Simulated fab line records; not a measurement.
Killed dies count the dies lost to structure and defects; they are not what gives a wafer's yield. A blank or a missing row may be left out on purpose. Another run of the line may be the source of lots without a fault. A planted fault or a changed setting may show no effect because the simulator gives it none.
Problem report, 8D (eight disciplines) form, completed by code | flow gf180mcu | the parts of the form that need people (team, actions taken, sign-off) are left out

## 1. WHAT WENT WRONG
At GF_M2_SPUTTER_04, chamber_pressure_pa averages 0.4788 Pa over 6 wafers from 2 lots, while fault-free wafers read 0.4000 Pa, standard deviation 0.00081. Relative to the usual mean, that is a shift of +97 standard deviations.
The step: material TiN, target thk 50 nm, time 41.7 s.
First observed at day 23 00:40: wafer L402.1, on pvd_sputter-01. Wafers with a number at this step in the record: 18, from 6 lots. Rule for "out", or "out of limits": more than 4 standard deviations from the usual mean. The other wafers with a number count as sound.

## 2. WHAT IT IS AND WHAT IT IS NOT
question                    | is                     | is not
which readings at this step | chamber_pressure_pa    | -
which lots                  | L402, L403             | L392, L395, L404, L411
which wafers of those lots  | all that have a number | -
read on which tools         | pvd_sputter-01         | pvd_sputter-02, pvd_sputter-04
when                        | from day 23 00:40      | up to then (6 sound wafers); but 6 sound wafers of L404, L411 came after

## 3. SUSPECTS, AND WHAT RULES EACH OUT
Counting: a tool at any process step up to the reading remains a suspect when it ran all the lots that are out and ran no sound lot after the first of those.
- pvd_sputter-01 at GF_M2_SPUTTER_01 (material TiN, target thk 30 nm, time 25 s): kept. It ran every lot that is out, first L402 (day 23 00:35), and no sound lot after that; its last sound lot up to then is L392 (day 19 16:13).
- pvd_sputter-01 at GF_M2_SPUTTER_03 (material Ti, target thk 10 nm, time 6.426 s): kept. It ran every lot that is out, first L402 (day 23 00:39), and no sound lot after that; its last sound lot up to then is L392 (day 19 16:17).
- pvd_sputter-01 at GF_M2_SPUTTER_04 (material TiN, target thk 50 nm, time 41.7 s): kept. It ran every lot that is out, first L402 (day 23 00:40), and no sound lot after that; its last sound lot up to then is L392 (day 19 16:18). Its own readings are out on those wafers: chamber_pressure_pa.
Still standing after the count: pvd_sputter-01 at GF_M2_SPUTTER_01, pvd_sputter-01 at GF_M2_SPUTTER_03, pvd_sputter-01 at GF_M2_SPUTTER_04.

## 4. THE CAUSE (what the simulator had put in)
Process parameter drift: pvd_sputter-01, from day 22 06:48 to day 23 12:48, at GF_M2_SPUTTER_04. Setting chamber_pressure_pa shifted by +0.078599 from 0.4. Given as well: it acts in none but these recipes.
Of the 3 suspects that counting leaves, this tool is one.

## 5. SEQUENCE OF EFFECTS, ordered by route
Each row: a reading whose mean over the struck wafers that have a number lies more than 3 standard deviations from the usual. Only readings for which the record gives a usual standard deviation are gone through. hours: the time from each lot's start at the first step in this table that gives one to its start at this step, as a median over the lots. sigmas: the change in usual standard deviations.
hours | step             | reading             | usual     | on struck wafers | change  | sigmas
0     | GF_M2_SPUTTER_04 | chamber_pressure_pa | 0.4000 Pa | 0.4788           | +0.0788 | +97
Process steps it contains:
- GF_M2_SPUTTER_04: material TiN, target thk 50 nm, time 41.7 s.
Later measuring or inspecting steps at which every struck wafer that the step has a row for has a number for every such reading, and none has moved that far: GF_M2_RS_MEAS_05, GF_M2_THK_MEAS_06, GF_M2_CD_MEAS_14, GF_M2_OVL_MEAS_15, GF_V2_THK_MEAS_01, GF_V2_THK_MEAS_03, GF_V2_BOW_MEAS_05.

## 6. HOW IT WOULD HAVE BEEN CAUGHT EARLIER
The fault began at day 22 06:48; the first out-of-limits reading in this record came at day 23 00:40, 18 hours later.
